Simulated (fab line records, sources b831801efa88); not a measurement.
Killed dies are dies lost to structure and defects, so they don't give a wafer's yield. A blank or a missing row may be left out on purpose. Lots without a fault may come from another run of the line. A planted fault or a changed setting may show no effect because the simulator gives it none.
fab line records | flow sky130
record lots=7 wafers=21 last_day=50
route steps=708 shown CONTACT@412 PAD_OPEN@708
lots that met no fault: from a run of the same line without faults
start_h: hours from the record's first day to the start of the lot's first wafer shown | wait_h: hours since the lot's step before | " the same as in the row above | L1.1+2: a row that stands for several wafers | - no value, or no start given | * or withheld: withheld | < > ~ a bound
route shown NAME@n: a module of which the file shows steps, and the number in the route of the first | usual: mean/standard deviation of fault-free wafers | same: alike in all rows | chamber/n: place in a boat | sites: the reading at each site | _std_site: their standard deviation | _edge_site: outer sites' mean less inner sites' | radius_mm: how far each site lies from the wafer's centre | mask NAME#n: copy n | behind: the tool/chamber that last shaped the wafer | hold: why the lot was held/for how many hours/how that ended | device: the transistor (n, p or np) that didn't switch | end of line: the same wafers' tests at the end of the route | a step without rows: its recipe alone | killed: dies lost to structure and defects at the first sort, not the wafer's yield | map: a wafer's dies, x killed, . not, _ none there
set.NAME: the setting as run; set.NAME@STEP: as run at that earlier step | model.NAME: the simulator's own value behind a step, which no gauge read
lots at some steps of the route; a table a step, a row a wafer
services: from which hour (start_h, from the record's first day; less than 0 if before it) a tool's chamber was out of use, for how many hours, and why
## steps
# step SKY_CONTACT_DEHYDRATE_06
# recipe temp_c=200 time_s=60
# step SKY_CONTACT_HMDS_07
# recipe prime_time_s=60 prime_temp_c=120
# step SKY_CONTACT_COAT_08
# recipe resist=BARC temp_c=withheld time_s=withheld spin_rpm=3000 resist_thk_nm=60
# step SKY_CONTACT_COAT_09
# recipe resist=KrF-thick spin_rpm=3000 resist_thk_nm=450
# step SKY_CONTACT_SOFTBAKE_10
# recipe temp_c=100 time_s=90 resist=KrF-thick
# step SKY_CONTACT_EXPOSE_11
# recipe mask_id=CTM1 na=0.8 source_shape=annular sigma_inner=0.55 sigma_outer=0.85 target_cd_nm=170 dose_mj=38
# step SKY_CONTACT_PEB_12
# recipe peb_temp_c=withheld peb_time_s=withheld resist=KrF-thick
# step SKY_CONTACT_DEVELOP_13
# recipe develop_time_s=60 resist=KrF-thick dev_temp_c=21
# step SKY_CONTACT_CD_MEAS_14
# recipe target_cd_nm=170
# usual cd_nm=170.1/1.6
# columns lot.wafer tool chamber start_h wait_h cd_nm
L151.2 cd_sem-02 - 755.90 - 168.9
L151.3 " - " " 168.5
L151.4 " - " " 170.1
L157.1 cd_sem-02 - 815.85 - 167.5
L157.5 " - " " 167.1
L157.6 " - " " 167.1
L164.1 cd_sem-02 - 862.84 - 173.8
L164.4 " - " " 172.6
L164.5 " - " " 173.5
L165.2 cd_sem-01 - 869.95 - 170.3
L165.3 " - " " 170.4
L165.6 " - " " 170.2
L167.3 cd_sem-02 - 878.79 - 170.4
L167.4 " - " " 171.0
L167.6 " - " " 171.9
L168.2 cd_sem-02 - 881.17 - 170.4
L168.3 " - " " 169.3
L168.4 " - " " 169.1
L171.1 cd_sem-02 - 915.59 - 173.2
L171.3 " - " " 169.6
L171.5 " - " " 172.6
# step SKY_CONTACT_OVL_MEAS_15
# usual CONTACT_OVL=-2/4.3
# columns lot.wafer tool chamber start_h wait_h CONTACT_OVL[nm]
L151.2 overlay-02 - 756.01 0.1 -2
L151.3 " - " " -5
L151.4 " - " " -2
L157.1 overlay-02 - 815.97 0.1 -2
L157.5 " - " " 2
L157.6 " - " " -7
L164.1 overlay-02 - 862.96 0.1 7
L164.4 " - " " 7
L164.5 " - " " 7
L165.2 overlay-01 - 870.06 0.1 -5
L165.3 " - " " 3
L165.6 " - " " 1
L167.3 overlay-01 - 878.88 0.1 3
L167.4 " - " " -4
L167.6 " - " " -3
L168.2 overlay-02 - 881.28 0.1 -1
L168.3 " - " " 2
L168.4 " - " " -1
L171.1 overlay-02 - 915.71 0.1 3
L171.3 " - " " 3
L171.5 " - " " 3
# step SKY_CONTACT_ETCH_16
# recipe chemistry=N2/H2 target=BARC ion_energy_ev=200 source_w=500 bias_w=100 pressure_mtorr=30 n2_flow_sccm=100 h2_flow_sccm=200 stop_on=SiO2 time_s=45.9 target_depth_a=600
# usual bias_w=100.0/0.31 drypump_motor_current_A=5.9/0.47 h2_flow_sccm=200.0/0.61 oes_product_au=0.854/0.0047 throttle_valve_pct=13.226/0.0093
# columns lot.wafer tool chamber start_h wait_h bias_w drypump_motor_current_A h2_flow_sccm oes_product_au rf_hours_counter_h throttle_valve_pct
L151.2 rie_diel-04 3 756.04 0.0 99.9 5.6 200.5 0.846 46 13.217
L151.3 " 2 " " 99.9 5.7 200.5 0.844 9 13.231
L151.4 " 2 " " 100.0 5.7 200.3 0.849 - 13.230
L157.1 rie_diel-04 1 816.00 0.0 99.6 5.6 200.6 0.846 26 13.227
L157.5 " 3 " " 100.1 5.6 200.0 0.855 - 13.243
L157.6 " 0 " " 100.5 6.7 199.2 0.848 - 13.224
L164.1 rie_diel-03 3 862.99 0.0 100.0 5.9 200.7 0.845 22 13.216
L164.4 " 0 " " 100.0 5.1 199.7 0.859 15 13.220
L164.5 " 2 " " 100.0 6.2 199.8 0.857 - 13.211
L165.2 rie_diel-04 2 870.09 0.0 99.5 5.7 200.9 0.853 13 13.238
L165.3 " 3 " " 100.3 5.6 199.3 0.859 2 13.216
L165.6 " 3 " " 100.4 5.6 199.7 0.847 - 13.221
L167.3 rie_diel-04 3 878.91 0.0 100.2 5.5 199.4 0.847 3 13.231
L167.4 " 1 " " 99.9 5.6 199.4 0.851 0 13.217
L167.6 " 0 " " 100.0 6.7 201.6 0.849 - 13.229
L168.2 rie_diel-04 0 881.31 0.0 100.0 6.7 200.3 0.853 19 13.230
L168.3 " 3 " " 100.1 5.6 200.5 0.857 3 13.234
L168.4 " 2 " " 100.5 5.7 199.6 0.850 13 13.219
L171.1 rie_diel-03 2 915.74 0.0 99.4 6.2 199.4 0.847 9 13.234
L171.3 " 3 " " 99.8 5.8 200.5 0.846 24 13.234
L171.5 " 3 " " 100.2 5.8 200.0 0.852 - 13.234
# step SKY_CONTACT_ETCH_17
# recipe target=SiO2 chemistry=C4F8/O2/Ar stop_on=Si3N4 mask_material=KrF-thick source_w=1500 bias_w=1200 pressure_mtorr=40 c4f8_flow_sccm=withheld O2_flow_sccm=6 Ar_flow_sccm=300 time_s=withheld target_depth_a=3400
# usual bias_w=1200/3.6 oes_product_au=0.892/0.0044
# columns lot.wafer tool chamber start_h wait_h bias_w oes_product_au
L151.2 rie_diel-04 3 756.08 0.0 1201 0.890
L151.3 " 2 " " 1206 0.882
L151.4 " 2 " " 1203 0.891
L157.1 rie_diel-04 1 816.05 0.0 1196 0.901
L157.5 " 3 " " 1202 0.897
L157.6 " 0 " " 1196 0.891
L164.1 rie_diel-03 3 863.03 0.0 1198 0.893
L164.4 " 0 " " 1203 0.888
L164.5 " 2 " " 1201 0.890
L165.2 rie_diel-04 2 870.13 0.0 1200 0.893
L165.3 " 3 " " 1204 0.896
L165.6 " 3 " " 1200 0.891
L167.3 rie_diel-04 3 878.95 0.0 1196 0.900
L167.4 " 1 " " 1205 0.889
L167.6 " 0 " " 1202 0.891
L168.2 rie_diel-04 0 881.35 0.0 1196 0.894
L168.3 " 3 " " 1199 0.900
L168.4 " 2 " " 1193 0.885
L171.1 rie_diel-03 2 915.78 0.0 1202 0.895
L171.3 " 3 " " 1198 0.890
L171.5 " 3 " " 1201 0.894
# step SKY_CONTACT_ETCH_18
# recipe target=Si3N4 chemistry=CHF3/O2 stop_on=TiN source_w=600 bias_w=200 pressure_mtorr=40 chf3_flow_sccm=50 O2_flow_sccm=5 time_s=39 target_depth_a=750
# usual bias_w=200.0/0.61 drypump_motor_current_A=5.9/0.47 oes_product_au=0.853/0.0083 throttle_valve_pct=8.792/0.0094
# columns lot.wafer tool chamber start_h wait_h bias_w drypump_motor_current_A oes_product_au rf_hours_counter_h throttle_valve_pct model.KrF-thick_of_CONTACT_COAT_09.thk_nm model.TiN_of_LOCAL_INTERCONNECT_SPUTTER_00.thk_nm
L151.2 rie_diel-04 3 756 - 200.2 5.6 0.840 46 8.783 246.2 99.14
L151.3 " 2 " " 200.1 5.7 0.844 9 8.779 243.8 100.5
L151.4 " 2 " " 199.7 5.7 0.851 - 8.800 243.8 100.8
L157.1 rie_diel-04 1 816 - 199.7 5.6 0.852 26 8.796 241.1 99.75
L157.5 " 3 " " 199.4 5.5 0.853 - 8.791 241.5 100
L157.6 " 0 " " 198.9 6.7 0.855 - 8.771 240.1 100.6
L164.1 rie_diel-03 3 863 - 200.7 5.8 0.846 22 8.781 245.8 101.8
L164.4 " 0 " " 199.5 5.1 0.847 15 8.790 247.1 99.16
L164.5 " 2 " " 200.4 6.2 0.857 - 8.794 247.9 100.7
L165.2 rie_diel-04 2 870 - 303.6 5.7 0.851 13 8.804 227.8 98.53
L165.3 " 3 " " 304.8 5.6 0.858 2 8.794 227.5 97.99
L165.6 " 3 " " 302.8 5.6 0.846 - 8.799 228.8 99.14
L167.3 rie_diel-04 3 878 - 303.5 5.6 0.855 3 8.795 230.9 99.44
L167.4 " 1 " " 303.2 5.6 0.860 0 8.783 232.5 97.58
L167.6 " 0 879 - 303.9 6.7 0.846 - 8.785 229.1 95.96
L168.2 rie_diel-04 0 881 - 303.5 6.7 0.841 19 8.791 228.3 98.05
L168.3 " 3 " " 304.0 5.5 0.846 3 8.780 231 99.11
L168.4 " 2 " " 303.7 5.7 0.850 13 8.800 228.9 98.47
L171.1 rie_diel-03 2 915 - 199.5 6.2 0.849 9 8.780 242.7 99.86
L171.3 " 3 " " 200.0 5.8 0.856 24 8.804 242.1 99.32
L171.5 " 3 " " 201.5 5.8 0.851 - 8.788 243.8 98.86
# step SKY_CONTACT_STRIP_19
# recipe chemistry=O2/N2 power_w=1400 pressure_mtorr=1500 platen_temp_c=withheld o2_flow_sccm=3000 n2_flow_sccm=300 overash_fraction=0.5
# usual drypump_motor_current_A=5.6/0.48 oes_product_au=0.381/0.0045 strip_time_to_endpoint_s=3.61/0.032
# columns lot.wafer tool chamber start_h wait_h drypump_motor_current_A oes_product_au rf_hours_counter_h strip_time_to_endpoint_s
L151.2 plasma_asher-03 0 756.17 - 5.7 0.384 66 3.64
L151.3 " 0 " " 5.7 0.377 - 3.62
L151.4 " 1 " " 5.5 0.380 - 3.62
L157.1 plasma_asher-03 1 816.14 - 5.5 0.382 72 3.59
L157.5 " 1 " " 5.5 0.383 - 3.58
L157.6 " 0 " " 5.8 0.383 - 3.59
L164.1 plasma_asher-01 1 863.12 - 6.2 0.381 12 3.65
L164.4 " 1 " " 6.2 0.389 - 3.66
L164.5 " 1 " " 6.2 0.379 - 3.68
L165.2 plasma_asher-01 1 870.22 - 6.2 0.370 12 3.44
L165.3 " 1 " " 6.2 0.380 - 3.45
L165.6 " 1 " " 6.2 0.368 - 3.47
L167.3 plasma_asher-02 1 879.07 - 5.8 0.374 - 3.49
L167.4 " 0 " " 5.6 0.384 - 3.50
L167.6 " 1 " " 5.8 0.379 - 3.47
L168.2 plasma_asher-02 1 881.44 - 5.8 0.367 102 3.47
L168.3 " 0 " " 5.6 0.377 - 3.48
L168.4 " 1 " " 5.7 0.376 - 3.48
L171.1 plasma_asher-02 1 915.87 - 5.8 0.375 105 3.61
L171.3 " 1 " " 5.8 0.380 - 3.62
L171.5 " 1 " " 5.8 0.379 - 3.62
# step SKY_CONTACT_STRIP_20
# recipe chemistry=post_etch_residue_remover time_s=1200 temp_c=72.5
# step SKY_PAD_OPEN_PROBE_99
# usual killed_at_M0_to_M3=43/6.4 killed_at_M4_up=3.5/1.8 killed_at_contacts=25/5.7 killed_at_front_end=15/3.9 killed_at_other=0.3/0.67 killed_dies=87/8.6 killed_open=47/6.7 killed_short=39/5.9
# same gross_dies=492 killed_at_back_side=0
# columns lot.wafer tool chamber start_h wait_h killed_at_M0_to_M3 killed_at_M4_up killed_at_contacts killed_at_front_end killed_at_other killed_dies killed_open killed_short
L157.1 prober-01 - 1137.46 0.1 42 2 21 12 0 77 50 27
L157.5 prober-01 - 1137.66 0.2 39 5 19 17 0 80 44 36
L157.6 prober-01 - 1137.71 0.2 44 4 16 14 1 79 38 41
L167.3 prober-01 - 1180.19 0.2 44 6 24 12 0 86 42 44
L167.4 prober-01 - 1180.24 0.2 41 6 36 14 0 97 44 52
L167.6 prober-01 - 1180.34 0.2 43 5 29 13 0 90 54 36
L168.2 prober-02 - 1182.65 0.1 46 4 25 19 1 95 56 39
L168.3 prober-02 - 1182.70 0.2 38 3 20 18 0 79 43 36
L168.4 prober-02 - 1182.75 0.2 45 6 15 12 0 78 35 43
L171.1 prober-02 - 1201.40 0.1 34 6 24 9 1 74 35 39
L171.3 prober-02 - 1201.50 0.2 41 4 19 16 0 80 34 46
L171.5 prober-02 - 1201.60 0.2 39 9 16 21 0 85 48 37
# killed by level:class
L157.1 VIA1:geometric_particle:open=11 CONTACT:geometric_particle:open=9 VIA3:geometric_particle:open=8 VIA2:geometric_particle:open=7 FIELD_ISO:geometric_particle:short=4 FIELD_ISO:geometric_particle:open=4 VIA1:geometric_particle:short=4 LI_CONTACT:geometric_particle:open=3
L157.5 VIA1:geometric_particle:open=10 CONTACT:geometric_particle:open=7 VIA3:geometric_particle:open=6 FIELD_ISO:geometric_particle:open=5 METAL2:geometric_particle:short=5 LI_CONTACT:geometric_particle:open=4 VIA1:geometric_particle:short=4 VIA2:geometric_particle:short=4
L157.6 VIA1:geometric_particle:short=8 METAL2:geometric_particle:short=7 VIA2:geometric_particle:open=7 VIA3:geometric_particle:open=7 CONTACT:geometric_particle:open=5 VIA1:geometric_particle:open=5 FIELD_ISO:geometric_particle:short=4 POLY_GATE:geometric_particle:short=4
L167.3 VIA1:geometric_particle:open=9 CONTACT:geometric_particle:short=8 METAL2:geometric_particle:short=8 VIA2:geometric_particle:open=7 CONTACT:geometric_particle:open=6 LOCAL_INTERCONNECT:geometric_particle:short=5 METAL1:geometric_particle:short=4 VIA2:geometric_particle:short=4
L167.4 LOCAL_INTERCONNECT:geometric_particle:short=11 CONTACT:geometric_particle:open=10 VIA1:geometric_particle:open=8 METAL1:geometric_particle:short=7 LI_CONTACT:geometric_particle:open=7 METAL2:geometric_particle:short=6 CONTACT:geometric_particle:short=5 FIELD_ISO:geometric_particle:short=4
L167.6 VIA1:geometric_particle:open=13 CONTACT:geometric_particle:open=10 VIA3:geometric_particle:open=9 LOCAL_INTERCONNECT:geometric_particle:short=7 LI_CONTACT:geometric_particle:open=5 METAL1:geometric_particle:short=5 CONTACT:geometric_particle:short=4 FIELD_ISO:geometric_particle:open=3
L168.2 VIA1:geometric_particle:open=17 VIA2:geometric_particle:open=9 CONTACT:geometric_particle:open=7 CONTACT:geometric_particle:short=6 LI_CONTACT:geometric_particle:short=5 POLY_GATE:geometric_particle:open=4 LI_CONTACT:geometric_particle:open=4 METAL2:geometric_particle:short=4
L168.3 VIA1:geometric_particle:open=11 VIA2:geometric_particle:open=7 FIELD_ISO:geometric_particle:open=6 LI_CONTACT:geometric_particle:open=6 METAL1:geometric_particle:short=6 CONTACT:geometric_particle:open=5 VIA1:geometric_particle:short=5 FIELD_ISO:geometric_particle:short=4
L168.4 VIA1:geometric_particle:open=9 VIA3:geometric_particle:open=9 VIA1:geometric_particle:short=8 FIELD_ISO:geometric_particle:short=5 METAL1:geometric_particle:short=5 VIA2:geometric_particle:open=5 CONTACT:geometric_particle:short=4 METAL4:geometric_particle:short=4
L171.1 VIA3:geometric_particle:open=7 CONTACT:geometric_particle:open=6 LI_CONTACT:geometric_particle:short=6 VIA1:geometric_particle:open=6 LI_CONTACT:geometric_particle:open=5 VIA3:geometric_particle:short=5 METAL4:geometric_particle:short=5 VIA1:geometric_particle:short=4
L171.3 METAL2:geometric_particle:short=8 LOCAL_INTERCONNECT:geometric_particle:short=6 LI_CONTACT:geometric_particle:open=5 METAL3:geometric_particle:short=5 VIA1:geometric_particle:open=5 VIA2:geometric_particle:open=5 FIELD_ISO:geometric_particle:open=4 FIELD_ISO:geometric_particle:short=4
L171.5 FIELD_ISO:geometric_particle:open=8 POLY_GATE:geometric_particle:open=8 LI_CONTACT:geometric_particle:open=8 VIA1:geometric_particle:open=8 METAL4:geometric_particle:short=8 METAL1:geometric_particle:short=7 VIA3:geometric_particle:open=6 METAL3:geometric_particle:short=4
## services
# columns tool chamber start_h hours kind
plasma_asher-01 - 733.75 9.0 pm
plasma_asher-01 0 733.75 9.0 vent_cycle
plasma_asher-01 1 733.75 9.0 vent_cycle
plasma_asher-01 0 742.75 - clean
plasma_asher-01 1 742.75 - clean
rie_diel-04 2 761.74 9.6 repair
rie_diel-04 3 771.26 9.9 repair
rie_diel-04 3 781.17 - clean
rie_diel-04 3 781.17 17.5 scheduled_down
rie_diel-04 3 781.17 17.5 vent_cycle
plasma_asher-01 - 782.45 0.7 repair
plasma_asher-03 - 794.89 1.0 repair
plasma_asher-01 - 827.52 0.8 repair
rie_diel-04 1 845.07 3.5 repair
rie_diel-04 1 854.02 - clean
rie_diel-04 1 854.02 24.6 scheduled_down
rie_diel-04 1 854.02 24.6 vent_cycle
plasma_asher-02 - 872.48 3.7 repair
plasma_asher-02 - 912.93 1.5 repair
## key
first_sign step=SKY_CONTACT_ETCH_18 reading=bias_w direction=up sigmas=99+ usual=200.0 struck=303.7
effect step=SKY_CONTACT_STRIP_19 reading=strip_time_to_endpoint_s direction=down sigmas=4.3 usual=* struck=*
model_effect step=SKY_CONTACT_ETCH_18 value=KrF-thick_of_CONTACT_COAT_09.thk_nm without=242.7 struck=229.4
met_at SKY_CONTACT_ETCH_18
struck_wafers L165.2,L165.3,L165.6,L167.3,L167.4,L167.6,L168.2,L168.3,L168.4
tester_left_out L165,L167,L168
onset_between 816 870
fault kind=process_parameter_drift tool=rie_diel-04 chamber=- onset_h=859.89 steps=SKY_CONTACT_ETCH_18 channel=bias_w offset=103.8 shape=step end_h=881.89 acts_in=these_recipes_only stated=200
# tester_left_out: of these lots the tester's yield and bins aren't shown, on N5 and GAA mostly nor the transistor test; their killed dies are dies lost to structure and defects alone, not to doping, threshold or leakage, so they don't give the yield
